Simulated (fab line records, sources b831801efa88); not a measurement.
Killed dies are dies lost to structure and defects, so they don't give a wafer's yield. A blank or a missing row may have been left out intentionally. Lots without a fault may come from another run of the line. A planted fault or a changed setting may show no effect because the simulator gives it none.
fab line records ; flow sky130 ; part 1 of 2: steps 1 to 22 of 32
[record] lots = 5; wafers = 15; last-day = 50
route steps=708 shown LDD_LDN@297 SPACER@304 POLY_CUT@307 SD_P@320
lots with no fault: from the same line, run without faults
start-h: the number of hours between the record's first day and the start of the first shown wafer of the lot ; wait-h: how many hours have passed since the lot's step before this one ; " the same as in the row above ; L1.1+2: one row covering several wafers at once ; - no value, or no start given ; * or withheld: withheld ; < > ~ a bound
route shown NAME@n: a module of which the file shows steps, and the number in the route of the first ; usual: mean and standard deviation over wafers with no fault ; same: alike in all rows ; chamber/n: place in a boat ; sites: per-site readings ; _std_site: the values' standard deviation ; _edge_site: outer sites' mean less inner sites' ; radius-mm: for every site, how far away it sits from the centre of the wafer ; mask NAME#n: copy n ; behind: tool/chamber where the wafer was last shaped ; hold: why the lot was held/for how many hours/how that ended ; device: transistor that didn't switch, given as n, p or np ; end of line: the same wafers' tests at the end of the route ; step lacking rows: just its recipe ; killed: dies that structure and defects cost at the first sort, which is not the same as the wafer's yield ; map: per-die view of a wafer (x killed, . not killed, _ where there is no die)
set.NAME: setting as actually run; set.NAME@STEP: the setting as run at that earlier step ; model.NAME: the simulator's own value behind a step, which no gauge read
a table for each step, a row for each wafer; lots at some steps of the route
services: a tool's chamber out of use, with start hour (start-h, from the record's first day; less than 0 if before it), hours out, and reason
[[steps]]
[step SKY_LDD_LDN_IMPLANT_08]
[recipe] species = As; energy-kev = 15; dose-cm2 = 1.25e+13; tilt-deg = withheld; rotation-deg = 23
[usual] beam-energy-keV = 15.001/0.0048
lot.wafer;tool;chamber;start-h;wait-h;beam-energy-keV
L077.1;implanter-03;0;549.01;0.0;14.997
L077.5;implanter-03;0;549.01;0.0;14.996
L077.6;implanter-03;0;549.01;0.0;14.996
L085.3;implanter-02;0;641.51;0.1;14.998
L085.4;implanter-02;0;641.51;0.1;15.000
L085.6;implanter-02;0;641.51;0.1;15.003
L086.1;implanter-01;0;641.84;0.0;15.001
L086.2;implanter-01;0;641.84;0.0;15.002
L086.3;implanter-01;0;641.84;0.0;15.001
L089.3;implanter-02;0;655.14;0.1;14.992
L089.4;implanter-02;0;655.14;0.1;14.997
L089.5;implanter-02;0;655.14;0.1;15.000
L097.1;implanter-02;0;714.34;0.0;15.001
L097.3;implanter-02;0;714.34;0.0;15.000
L097.6;implanter-02;0;714.34;0.0;15.003
[step SKY_LDD_LDN_IMPLANT_09]
[recipe] species = As; energy-kev = 15; dose-cm2 = 1.25e+13; tilt-deg = withheld; rotation-deg = 113
[usual] beam-energy-keV = 15.001/0.0046
lot.wafer;tool;chamber;start-h;wait-h;beam-energy-keV
L077.1;implanter-03;0;549.16;0.1;14.998
L077.5;implanter-03;0;549.16;0.1;14.999
L077.6;implanter-03;0;549.16;0.1;14.996
L085.3;implanter-02;0;641.66;0.1;14.999
L085.4;implanter-02;0;641.66;0.1;15.003
L085.6;implanter-02;0;641.66;0.1;14.997
L086.1;implanter-01;0;641.99;0.1;15.001
L086.2;implanter-01;0;641.99;0.1;15.001
L086.3;implanter-01;0;641.99;0.1;15.004
L089.3;implanter-02;0;655.29;0.1;15.002
L089.4;implanter-02;0;655.29;0.1;15.007
L089.5;implanter-02;0;655.29;0.1;15.005
L097.1;implanter-02;0;714.49;0.1;15.000
L097.3;implanter-02;0;714.49;0.1;14.999
L097.6;implanter-02;0;714.49;0.1;14.997
[step SKY_LDD_LDN_IMPLANT_10]
[recipe] species = As; energy-kev = 15; dose-cm2 = 1.25e+13; tilt-deg = withheld; rotation-deg = 203
[usual] beam-energy-keV = 15.000/0.0041
lot.wafer;tool;chamber;start-h;wait-h;beam-energy-keV
L077.1;implanter-03;0;549.31;0.1;14.999
L077.5;implanter-03;0;549.31;0.1;15.001
L077.6;implanter-03;0;549.31;0.1;15.003
L085.3;implanter-02;0;641.81;0.1;15.006
L085.4;implanter-02;0;641.81;0.1;14.998
L085.6;implanter-02;0;641.81;0.1;14.996
L086.1;implanter-01;0;642.14;0.1;14.998
L086.2;implanter-01;0;642.14;0.1;15.007
L086.3;implanter-01;0;642.14;0.1;15.008
L089.3;implanter-02;0;655.44;0.1;15.002
L089.4;implanter-02;0;655.44;0.1;14.999
L089.5;implanter-02;0;655.44;0.1;15.001
L097.1;implanter-02;0;714.64;0.1;14.999
L097.3;implanter-02;0;714.64;0.1;15.000
L097.6;implanter-02;0;714.64;0.1;15.000
[step SKY_LDD_LDN_IMPLANT_11]
[recipe] species = As; energy-kev = 15; dose-cm2 = 1.25e+13; tilt-deg = withheld; rotation-deg = 293
[usual] beam-energy-keV = 15.000/0.0043
lot.wafer;tool;chamber;start-h;wait-h;beam-energy-keV
L077.1;implanter-03;0;549.46;0.1;15.007
L077.5;implanter-03;0;549.46;0.1;15.001
L077.6;implanter-03;0;549.46;0.1;14.996
L085.3;implanter-02;0;641.96;0.1;14.997
L085.4;implanter-02;0;641.96;0.1;14.999
L085.6;implanter-02;0;641.96;0.1;15.001
L086.1;implanter-01;0;642.29;0.1;14.992
L086.2;implanter-01;0;642.29;0.1;14.998
L086.3;implanter-01;0;642.29;0.1;14.997
L089.3;implanter-02;0;655.59;0.1;15.006
L089.4;implanter-02;0;655.59;0.1;15.005
L089.5;implanter-02;0;655.59;0.1;15.002
L097.1;implanter-02;0;714.79;0.1;14.998
L097.3;implanter-02;0;714.79;0.1;15.007
L097.6;implanter-02;0;714.79;0.1;14.999
[step SKY_LDD_LDN_STRIP_12]
[recipe] chemistry = O2/N2; power-w = 1400; pressure-mtorr = 1500; platen-temp-c = withheld; o2-flow-sccm = 3000; n2-flow-sccm = 300; overash-fraction = 0.5
[usual] drypump-motor-current-A = 5.20/0.26; oes-product-au = 0.715/0.0047; strip-time-to-endpoint-s = 14.17/0.044
lot.wafer;tool;chamber;start-h;wait-h;drypump-motor-current-A;oes-product-au;rf-hours-counter-h;strip-time-to-endpoint-s
L077.1;plasma-asher-02;1;549.61;0.1;5.66;0.713;75;14.15
L077.5;plasma-asher-02;0;549.61;0.1;4.94;0.717;-;14.16
L077.6;plasma-asher-02;1;549.61;0.1;5.65;0.716;-;14.17
L085.3;plasma-asher-04;1;642.10;0.1;5.39;0.716;-;14.15
L085.4;plasma-asher-04;0;642.10;0.1;5.13;0.713;-;14.17
L085.6;plasma-asher-04;0;642.10;0.1;5.13;0.709;-;14.17
L086.1;plasma-asher-02;0;642.44;0.1;4.95;0.719;84;14.16
L086.2;plasma-asher-02;1;642.44;0.1;5.65;0.716;84;14.14
L086.3;plasma-asher-02;1;642.44;0.1;5.66;0.713;-;14.15
L089.3;plasma-asher-02;1;655.73;0.1;5.67;0.724;-;14.14
L089.4;plasma-asher-02;0;655.73;0.1;4.93;0.708;-;14.17
L089.5;plasma-asher-02;1;655.73;0.1;5.66;0.720;-;14.10
L097.1;plasma-asher-01;0;714.94;0.1;5.06;0.717;29;14.10
L097.3;plasma-asher-01;0;714.94;0.1;5.07;0.712;-;14.12
L097.6;plasma-asher-01;1;714.94;0.1;5.03;0.715;-;14.09
[step SKY_LDD_LDN_TW_MEAS_13]
[usual] LDD_LDN_TW = 1477/6.9
lot.wafer;tool;chamber;start-h;wait-h;LDD_LDN_TW
L077.1;film-metro-04;-;549.71;0.1;1488
L077.5;film-metro-04;-;549.71;0.1;1473
L077.6;film-metro-04;-;549.71;0.1;1481
L085.3;film-metro-04;-;642.18;0.1;1480
L085.4;film-metro-04;-;642.18;0.1;1476
L085.6;film-metro-04;-;642.18;0.1;1480
L086.1;film-metro-04;-;642.54;0.1;1474
L086.2;film-metro-04;-;642.54;0.1;1475
L086.3;film-metro-04;-;642.54;0.1;1475
L089.3;film-metro-04;-;655.81;0.1;1475
L089.4;film-metro-04;-;655.81;0.1;1470
L089.5;film-metro-04;-;655.81;0.1;1468
L097.1;film-metro-01;-;715.04;0.1;1479
L097.3;film-metro-01;-;715.04;0.1;1485
L097.6;film-metro-01;-;715.04;0.1;1477
[step SKY_LDD_LDN_CLEAN_14]
[recipe] chemistry = SC1/SC2; mix = 1:4:20; temp-c = 70; time-s = 150; dry = n2-spin
[same] time-s = 150
lot.wafer;tool;chamber;start-h;wait-h
L077.1+5+6;wet-bench-03;3;549.77;0.1
L085.3+4+6;wet-bench-03;2;642.22;0.0
L086.1+2+3;wet-bench-04;1;642.60;0.1
L089.3+4+5;wet-bench-03;3;655.85;0.0
L097.1+3+6;wet-bench-04;2;715.10;0.1
[step SKY_SPACER_CVD_00]
[recipe] material = Si3N4; precursor = DCS/NH3; target-thk-nm = 43.1; temp-c = 770; time-s = 740; pressure-mtorr = 250
[usual] spike-tc-top-C = 781.0/2.1; spike-tc-upper-C = 771.2/1.1; susceptor-temp-C = 769.9/0.33
[same] time-s = 740
lot.wafer;tool;chamber;start-h;wait-h;spike-tc-top-C;spike-tc-upper-C;susceptor-temp-C
L077.1;lpcvd-02;0;550.62;0.8;777.6;770.8;769.3
L077.5;lpcvd-02;0;550.62;0.8;781.2;771.3;769.5
L077.6;lpcvd-02;0;550.62;0.8;778.3;769.8;769.8
L085.3;lpcvd-02;0;642.53;0.3;778.5;771.1;770.2
L085.4;lpcvd-02;0;642.53;0.3;779.0;770.4;769.5
L085.6;lpcvd-02;0;642.53;0.3;779.4;770.9;769.7
L086.1;lpcvd-02;0;644.34;1.7;779.0;772.2;769.8
L086.2;lpcvd-02;0;644.34;1.7;777.5;771.3;770.1
L086.3;lpcvd-02;0;644.34;1.7;778.4;770.8;769.9
L089.3;lpcvd-02;1;659.26;3.3;782.9;771.5;770.5
L089.4;lpcvd-02;1;659.26;3.3;780.7;772.4;770.1
L089.5;lpcvd-02;1;659.26;3.3;784.0;771.1;769.7
L097.1;lpcvd-02;1;715.46;0.3;782.1;772.9;770.2
L097.3;lpcvd-02;1;715.46;0.3;781.8;771.4;770.0
L097.6;lpcvd-02;1;715.46;0.3;782.0;772.2;770.2
[step SKY_SPACER_THK_MEAS_01]
[recipe] reads = Si3N4_of_SPACER_CVD_00
[usual] SPACER_CVD_00_THK = 43.1/0.44
lot.wafer;tool;chamber;start-h;wait-h;SPACER_CVD_00_THK[nm]
L077.1;film-metro-02;-;551.82;0.0;43.3
L077.5;film-metro-02;-;551.82;0.0;43.3
L077.6;film-metro-02;-;551.82;0.0;43.4
L085.3;film-metro-02;-;644.36;0.0;43.3
L085.4;film-metro-02;-;644.36;0.0;43.5
L085.6;film-metro-02;-;644.36;0.0;43.2
L086.1;film-metro-03;-;646.15;0.0;43.3
L086.2;film-metro-03;-;646.15;0.0;42.9
L086.3;film-metro-03;-;646.15;0.0;43.0
L089.3;film-metro-01;-;661.99;0.0;42.4
L089.4;film-metro-01;-;661.99;0.0;42.6
L089.5;film-metro-01;-;661.99;0.0;42.6
L097.1;film-metro-01;-;716.66;0.0;44.1
L097.3;film-metro-01;-;716.66;0.0;43.7
L097.6;film-metro-01;-;716.66;0.0;43.7
[step SKY_SPACER_ETCHBACK_02]
[recipe] chemistry = CH3F/O2; target = Si3N4; stop-on = SiO2; source-w = 400; bias-w = 80; pressure-mtorr = 25; ch3f-flow-sccm = 40; O2_flow_sccm = 30; time-s = 46.7; target-depth-a = 450
[usual] bias-w = 80.00/0.22; drypump-motor-current-A = 5.9/0.49; oes-product-au = 0.855/0.0061; throttle-valve-pct = 10.562/0.01
[same] time-s = 46.7
lot.wafer;tool;chamber;start-h;wait-h;bias-w;drypump-motor-current-A;oes-product-au;rf-hours-counter-h;throttle-valve-pct
L077.1;rie-diel-02;0;551.88;0.1;80.13;5.2;0.858;24;10.565
L077.5;rie-diel-02;1;551.88;0.1;79.79;5.8;0.859;-;10.561
L077.6;rie-diel-02;2;551.88;0.1;80.09;6.1;0.844;-;10.587
L085.3;rie-diel-04;0;644.40;0.0;79.90;5.9;0.863;36;10.553
L085.4;rie-diel-04;3;644.40;0.0;80.14;6.3;0.855;6;10.541
L085.6;rie-diel-04;0;644.40;0.0;80.19;6.0;0.852;-;10.573
L086.1;rie-diel-02;2;646.21;0.1;80.39;6.2;0.856;3;10.585
L086.2;rie-diel-02;1;646.21;0.1;79.52;5.8;0.849;0;10.550
L086.3;rie-diel-02;3;646.21;0.1;80.32;5.9;0.858;59;10.564
L089.3;rie-diel-04;1;662.03;0.0;79.99;5.5;0.848;51;10.554
L089.4;rie-diel-04;2;662.03;0.0;80.15;5.5;0.853;10;10.558
L089.5;rie-diel-04;0;662.03;0.0;79.59;6.0;0.848;-;10.574
L097.1;rie-diel-03;0;716.72;0.1;79.87;6.6;0.864;27;10.571
L097.3;rie-diel-03;1;716.72;0.1;80.11;5.0;0.846;24;10.555
L097.6;rie-diel-03;2;716.72;0.1;79.81;6.1;0.854;-;10.553
[step SKY_POLY_CUT_DEHYDRATE_00]
[recipe] temp-c = 200; time-s = 60
[usual] plate-temp-C = 200.00/0.16; resist-line-temp-C = 22.99/0.097
[same] time-s = 60
lot.wafer;tool;chamber;start-h;wait-h;plate-temp-C;resist-line-temp-C
L077.1;litho-track-01;0;565.83;13.9;200.07;23.01
L077.5;litho-track-01;0;565.83;13.9;199.89;23.03
L077.6;litho-track-01;0;565.83;13.9;200.18;23.15
L085.3;litho-track-01;0;657.88;13.5;200.17;22.93
L085.4;litho-track-01;0;657.88;13.5;200.22;23.16
L085.6;litho-track-01;0;657.88;13.5;200.20;23.09
L086.1;litho-track-04;0;659.51;13.3;199.86;22.86
L086.2;litho-track-04;0;659.51;13.3;199.98;22.98
L086.3;litho-track-04;0;659.51;13.3;199.95;22.84
L089.3;litho-track-04;0;675.41;13.4;200.06;23.09
L089.4;litho-track-04;0;675.41;13.4;199.94;23.17
L089.5;litho-track-04;0;675.41;13.4;199.83;23.11
L097.1;litho-track-01;0;729.43;12.7;200.05;22.96
L097.3;litho-track-01;0;729.43;12.7;199.98;22.92
L097.6;litho-track-01;0;729.43;12.7;200.07;22.96
[step SKY_POLY_CUT_HMDS_01]
[recipe] prime-time-s = 60; prime-temp-c = 120
[usual] prime-temp-c = 119.99/0.14; resist-line-temp-C = 22.98/0.11
lot.wafer;tool;chamber;start-h;wait-h;prime-temp-c;resist-line-temp-C
L077.1;litho-track-01;0;565.98;0.1;119.91;22.80
L077.5;litho-track-01;0;565.98;0.1;120.15;22.85
L077.6;litho-track-01;0;565.98;0.1;119.92;22.96
L085.3;litho-track-01;0;658.03;0.1;120.02;22.95
L085.4;litho-track-01;0;658.03;0.1;119.85;22.84
L085.6;litho-track-01;0;658.03;0.1;119.87;22.90
L086.1;litho-track-04;0;659.66;0.1;119.89;22.94
L086.2;litho-track-04;0;659.66;0.1;119.91;22.79
L086.3;litho-track-04;0;659.66;0.1;119.90;22.85
L089.3;litho-track-04;0;675.56;0.1;120.02;22.88
L089.4;litho-track-04;0;675.56;0.1;120.02;22.99
L089.5;litho-track-04;0;675.56;0.1;120.12;22.98
L097.1;litho-track-01;0;729.58;0.1;120.10;22.92
L097.3;litho-track-01;0;729.58;0.1;119.74;22.99
L097.6;litho-track-01;0;729.58;0.1;119.97;23.07
[step SKY_POLY_CUT_COAT_02]
[recipe] resist = BARC; temp-c = withheld; time-s = withheld; spin-rpm = 3000; resist-thk-nm = 60
[usual] resist-line-temp-C = *
lot.wafer;tool;chamber;start-h;wait-h;resist-line-temp-C
L077.1;litho-track-01;0;566.13;0.1;*
L077.5;litho-track-01;0;566.13;0.1;*
L077.6;litho-track-01;0;566.13;0.1;*
L085.3;litho-track-01;0;658.18;0.1;*
L085.4;litho-track-01;0;658.18;0.1;*
L085.6;litho-track-01;0;658.18;0.1;*
L086.1;litho-track-04;0;659.81;0.1;*
L086.2;litho-track-04;0;659.81;0.1;*
L086.3;litho-track-04;0;659.81;0.1;*
L089.3;litho-track-04;0;675.71;0.1;*
L089.4;litho-track-04;0;675.71;0.1;*
L089.5;litho-track-04;0;675.71;0.1;*
L097.1;litho-track-01;0;729.73;0.1;*
L097.3;litho-track-01;0;729.73;0.1;*
L097.6;litho-track-01;0;729.73;0.1;*
[step SKY_POLY_CUT_COAT_03]
[recipe] resist = KrF-thick; spin-rpm = 3000; resist-thk-nm = 450
[usual] resist-line-temp-C = 22.99/0.095
lot.wafer;tool;chamber;start-h;wait-h;resist-line-temp-C
L077.1;litho-track-01;0;-;-;23.14
L077.5;litho-track-01;0;-;-;23.14
L077.6;litho-track-01;0;-;-;23.16
L085.3;litho-track-01;0;-;-;22.97
L085.4;litho-track-01;0;-;-;22.96
L085.6;litho-track-01;0;-;-;23.01
L086.1;litho-track-04;0;-;-;22.99
L086.2;litho-track-04;0;-;-;23.10
L086.3;litho-track-04;0;-;-;23.05
L089.3;litho-track-04;0;-;-;22.93
L089.4;litho-track-04;0;-;-;22.96
L089.5;litho-track-04;0;-;-;22.99
L097.1;litho-track-01;0;-;-;22.95
L097.3;litho-track-01;0;-;-;22.90
L097.6;litho-track-01;0;-;-;22.95
[step SKY_POLY_CUT_SOFTBAKE_04]
[recipe] temp-c = 100; time-s = 90; resist = KrF-thick
[usual] plate-temp-C = 100.03/0.14; resist-line-temp-C = 22.99/0.11
[same] time-s = 90
lot.wafer;tool;chamber;start-h;wait-h;plate-temp-C;resist-line-temp-C
L077.1;litho-track-01;0;-;-;100.13;22.91
L077.5;litho-track-01;0;-;-;100.00;23.05
L077.6;litho-track-01;0;-;-;99.91;23.06
L085.3;litho-track-01;0;-;-;100.13;22.97
L085.4;litho-track-01;0;-;-;100.20;22.89
L085.6;litho-track-01;0;-;-;100.00;22.93
L086.1;litho-track-04;0;-;-;100.11;23.07
L086.2;litho-track-04;0;-;-;100.09;22.88
L086.3;litho-track-04;0;-;-;100.04;22.87
L089.3;litho-track-04;0;-;-;100.08;23.03
L089.4;litho-track-04;0;-;-;100.12;22.70
L089.5;litho-track-04;0;-;-;100.10;22.98
L097.1;litho-track-01;0;-;-;100.02;22.99
L097.3;litho-track-01;0;-;-;100.20;22.93
L097.6;litho-track-01;0;-;-;100.08;22.90
[step SKY_POLY_CUT_EXPOSE_05]
[recipe] mask-id = NPCM; na = 0.8; source-shape = annular; sigma-inner = 0.55; sigma-outer = 0.85; target-cd-nm = 270; dose-mj = 32
[same] sigma-outer = 0.85
lot.wafer;tool;chamber;start-h;wait-h;mask
L077.1+5+6;krf-scanner-01;0;-;-;NPCM#0
L085.3+4+6;krf-scanner-02;0;-;-;NPCM#0
L086.1+2+3;krf-scanner-02;0;-;-;NPCM#0
L089.3+4+5;krf-scanner-02;0;-;-;NPCM#0
L097.1+3+6;krf-scanner-01;0;-;-;NPCM#0
[step SKY_POLY_CUT_PEB_06]
[recipe] peb-temp-c = withheld; peb-time-s = withheld; resist = KrF-thick
[usual] resist-line-temp-C = *
lot.wafer;tool;chamber;start-h;wait-h;resist-line-temp-C
L077.1;litho-track-04;0;-;-;*
L077.5;litho-track-04;0;-;-;*
L077.6;litho-track-04;0;-;-;*
L085.3;litho-track-04;0;-;-;*
L085.4;litho-track-04;0;-;-;*
L085.6;litho-track-04;0;-;-;*
L086.1;litho-track-03;0;-;-;*
L086.2;litho-track-03;0;-;-;*
L086.3;litho-track-03;0;-;-;*
L089.3;litho-track-03;0;-;-;*
L089.4;litho-track-03;0;-;-;*
L089.5;litho-track-03;0;-;-;*
L097.1;litho-track-03;0;-;-;*
L097.3;litho-track-03;0;-;-;*
L097.6;litho-track-03;0;-;-;*
[step SKY_POLY_CUT_DEVELOP_07]
[recipe] develop-time-s = 60; resist = KrF-thick; dev-temp-c = 21
[usual] resist-line-temp-C = 22.99/0.11
lot.wafer;tool;chamber;start-h;wait-h;resist-line-temp-C
L077.1;litho-track-04;0;-;-;23.01
L077.5;litho-track-04;0;-;-;22.99
L077.6;litho-track-04;0;-;-;22.99
L085.3;litho-track-04;0;-;-;22.81
L085.4;litho-track-04;0;-;-;23.02
L085.6;litho-track-04;0;-;-;22.86
L086.1;litho-track-03;0;-;-;23.00
L086.2;litho-track-03;0;-;-;22.93
L086.3;litho-track-03;0;-;-;22.84
L089.3;litho-track-03;0;-;-;22.83
L089.4;litho-track-03;0;-;-;22.96
L089.5;litho-track-03;0;-;-;22.91
L097.1;litho-track-03;0;-;-;22.97
L097.3;litho-track-03;0;-;-;22.93
L097.6;litho-track-03;0;-;-;23.05
[step SKY_POLY_CUT_CD_MEAS_08]
[recipe] target-cd-nm = 270
[usual] cd-nm = 270.6/1.5
lot.wafer;tool;chamber;start-h;wait-h;cd-nm
L077.1;cd-sem-01;-;581.51;-;269.7
L077.5;cd-sem-01;-;581.51;-;269.0
L077.6;cd-sem-01;-;581.51;-;269.4
L085.3;cd-sem-02;-;672.65;-;269.6
L085.4;cd-sem-02;-;672.65;-;271.4
L085.6;cd-sem-02;-;672.65;-;271.4
L086.1;cd-sem-02;-;674.07;-;270.2
L086.2;cd-sem-02;-;674.07;-;269.4
L086.3;cd-sem-02;-;674.07;-;269.6
L089.3;cd-sem-01;-;689.05;-;269.7
L089.4;cd-sem-01;-;689.05;-;271.0
L089.5;cd-sem-01;-;689.05;-;269.0
L097.1;cd-sem-02;-;743.32;-;269.2
L097.3;cd-sem-02;-;743.32;-;269.7
L097.6;cd-sem-02;-;743.32;-;268.9
[step SKY_POLY_CUT_OVL_MEAS_09]
[usual] POLY_CUT_OVL = -3/6.2
lot.wafer;tool;chamber;start-h;wait-h;POLY_CUT_OVL[nm]
L077.1;overlay-01;-;581.63;0.1;-13
L077.5;overlay-01;-;581.63;0.1;-14
L077.6;overlay-01;-;581.63;0.1;-10
L085.3;overlay-02;-;672.74;0.1;5
L085.4;overlay-02;-;672.74;0.1;7
L085.6;overlay-02;-;672.74;0.1;8
L086.1;overlay-02;-;674.19;0.1;-1
L086.2;overlay-02;-;674.19;0.1;5
L086.3;overlay-02;-;674.19;0.1;-3
L089.3;overlay-02;-;689.15;0.1;0
L089.4;overlay-02;-;689.15;0.1;-2
L089.5;overlay-02;-;689.15;0.1;3
L097.1;overlay-01;-;743.44;0.1;-7
L097.3;overlay-01;-;743.44;0.1;-6
L097.6;overlay-01;-;743.44;0.1;-6
[step SKY_POLY_CUT_ETCH_10]
[recipe] chemistry = N2/H2; target = BARC; ion-energy-ev = 200; source-w = 500; bias-w = 100; pressure-mtorr = 30; n2-flow-sccm = 100; h2-flow-sccm = 200; stop-on = SiO2; time-s = 45.9; target-depth-a = 600
[usual] bias-w = 99.9/0.3; drypump-motor-current-A = 5.9/0.57; oes-product-au = 0.855/0.0048; throttle-valve-pct = 13.223/0.0084
[same] time-s = 45.9
lot.wafer;tool;chamber;start-h;wait-h;bias-w;drypump-motor-current-A;oes-product-au;rf-hours-counter-h;throttle-valve-pct
L077.1;rie-diel-02;1;581.66;0.0;100.1;5.8;0.862;64;13.226
L077.5;rie-diel-02;3;581.66;0.0;100.2;6.0;0.853;-;13.227
L077.6;rie-diel-02;0;581.66;0.0;99.8;5.2;0.859;-;13.230
L085.3;rie-diel-01;3;672.76;0.0;100.0;5.6;0.863;3;13.216
L085.4;rie-diel-01;2;672.76;0.0;99.5;6.7;0.862;-;13.221
L085.6;rie-diel-01;3;672.76;0.0;100.1;5.5;0.856;-;13.226
L086.1;rie-diel-02;1;674.22;0.0;99.8;5.8;0.856;1;13.216
L086.2;rie-diel-02;3;674.22;0.0;100.0;6.0;0.848;0;13.214
L086.3;rie-diel-02;2;674.22;0.0;99.9;6.2;0.853;4;13.219
L089.3;rie-diel-01;2;689.17;0.0;100.1;6.7;0.855;9;13.203
L089.4;rie-diel-01;0;689.17;0.0;100.1;5.6;0.861;18;13.233
L089.5;rie-diel-01;3;689.17;0.0;99.7;5.5;0.860;-;13.232
L097.1;rie-diel-03;2;743.47;0.0;99.7;6.1;0.859;6;13.219
L097.3;rie-diel-03;3;743.47;0.0;100.2;6.4;0.849;18;13.224
L097.6;rie-diel-03;2;743.47;0.0;100.0;6.1;0.856;-;13.224
[step SKY_POLY_CUT_ETCH_11]
[recipe] target = Si3N4; chemistry = CF4/CH2F2/Ar; stop-on = poly-Si; source-w = 600; bias-w = 150; pressure-mtorr = 40; cf4-flow-sccm = 40; ch2f2-flow-sccm = 20; Ar_flow_sccm = 150; time-s = 42.5; target-depth-a = 600
[usual] bias-w = 150.0/0.49; drypump-motor-current-A = 5.9/0.58; oes-product-au = 0.829/0.0067; throttle-valve-pct = 14.994/0.0089
[same] time-s = 42.5
lot.wafer;tool;chamber;start-h;wait-h;bias-w;drypump-motor-current-A;oes-product-au;rf-hours-counter-h;throttle-valve-pct
L077.1;rie-diel-02;1;581.71;0.0;149.0;5.9;0.844;64;14.993
L077.5;rie-diel-02;3;581.71;0.0;149.2;5.9;0.833;-;14.991
L077.6;rie-diel-02;0;581.71;0.0;149.9;5.2;0.821;-;15.002
L085.3;rie-diel-01;3;672.81;0.0;150.2;5.5;0.822;3;14.995
L085.4;rie-diel-01;2;672.81;0.0;149.6;6.7;0.833;-;14.999
L085.6;rie-diel-01;3;672.81;0.0;150.0;5.6;0.832;-;14.989
L086.1;rie-diel-02;1;674.26;0.0;149.7;5.8;0.833;1;14.985
L086.2;rie-diel-02;3;674.26;0.0;149.4;5.9;0.842;0;15.001
L086.3;rie-diel-02;2;674.26;0.0;149.4;6.2;0.830;4;15.010
L089.3;rie-diel-01;2;689.21;0.0;150.5;6.7;0.830;9;14.994
L089.4;rie-diel-01;0;689.21;0.0;149.6;5.6;0.827;18;15.008
L089.5;rie-diel-01;3;689.21;0.0;150.0;5.5;0.822;-;14.989
L097.1;rie-diel-03;2;743.51;0.0;150.1;6.1;0.828;6;14.986
L097.3;rie-diel-03;3;743.51;0.0;150.5;6.4;0.831;18;14.995
L097.6;rie-diel-03;2;743.51;0.0;150.2;6.1;0.835;-;15.000
